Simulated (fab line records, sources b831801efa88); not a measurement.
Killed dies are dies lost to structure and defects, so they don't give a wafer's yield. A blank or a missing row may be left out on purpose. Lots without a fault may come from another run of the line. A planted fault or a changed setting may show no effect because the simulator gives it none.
Chamber matching | flow gf180mcu | GF_V1_CMP_26 on cmp-02: 4 sister chambers
The step polishes, stops on SiO2, t overpolish 15 s, target thk 0 nm. 8 wafers are shown with their chamber, then 9 later ones without.

WAFERS WITH THEIR CHAMBER
wafer  | chamber | motor_current_A (A) | overpolish_run_s (s)
L077.4 | 0       | 11.1                | 14.976
L080.2 | 2       | 9.6                 | 14.999
L080.3 | 1       | 11.6                | 15.017
L087.4 | 1       | 12.1                | 15.013
L087.6 | 3       | 11.7                | 14.978
L092.2 | 2       | 10.1                | 15.004
L092.5 | 3       | 11.2                | 15.004
L092.6 | 0       | 11.4                | 14.996

WAFERS WITHOUT THEIR CHAMBER
wafer  | motor_current_A (A) | overpolish_run_s (s)
L093.2 | 11.7                | 15.002
L093.5 | 10.1                | 15.017
L093.6 | 11.1                | 15.001
L094.1 | 10.2                | 15.015
L094.2 | 11.2                | 15.000
L094.5 | 10.4                | 15.006
L097.1 | 10.1                | 14.986
L097.2 | 12.3                | 14.986
L097.5 | 11.1                | 14.996

WHICH CHAMBER EACH WENT THROUGH
wafer  | from the rows above          | in truth
L093.2 | can't be placed: 1 or 3 or 0 | 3
L093.5 | 2                            | 2
L093.6 | can't be placed: 0 or 3 or 1 | 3
L094.1 | 2                            | 2
L094.2 | can't be placed: 3 or 0 or 1 | 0
L094.5 | can't be placed: 2 or 0 or 3 | 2
L097.1 | 2                            | 2
L097.2 | can't be placed: 3 or 1 or 0 | 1
L097.5 | can't be placed: 0 or 3 or 1 | 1
Placed correctly: 3 of 9. Can't be placed from these rows: 6 (the true chamber is among the candidates in 6). Placed wrongly: 0.
How it was worked out, from the rows above alone: a wafer's distance from a chamber is the root of the sum, over the readings, of the square of ((its reading less the chamber's mean) divided by the reading's scatter). The wafer belongs to the nearest chamber; if the next one is less than 2 further off, it can't be placed. A chamber's mean is the mean of its shown wafers. The scatter: the root of (the sum of the squares of (reading less its chamber's mean) over the shown wafers, divided by (wafers less chambers)).
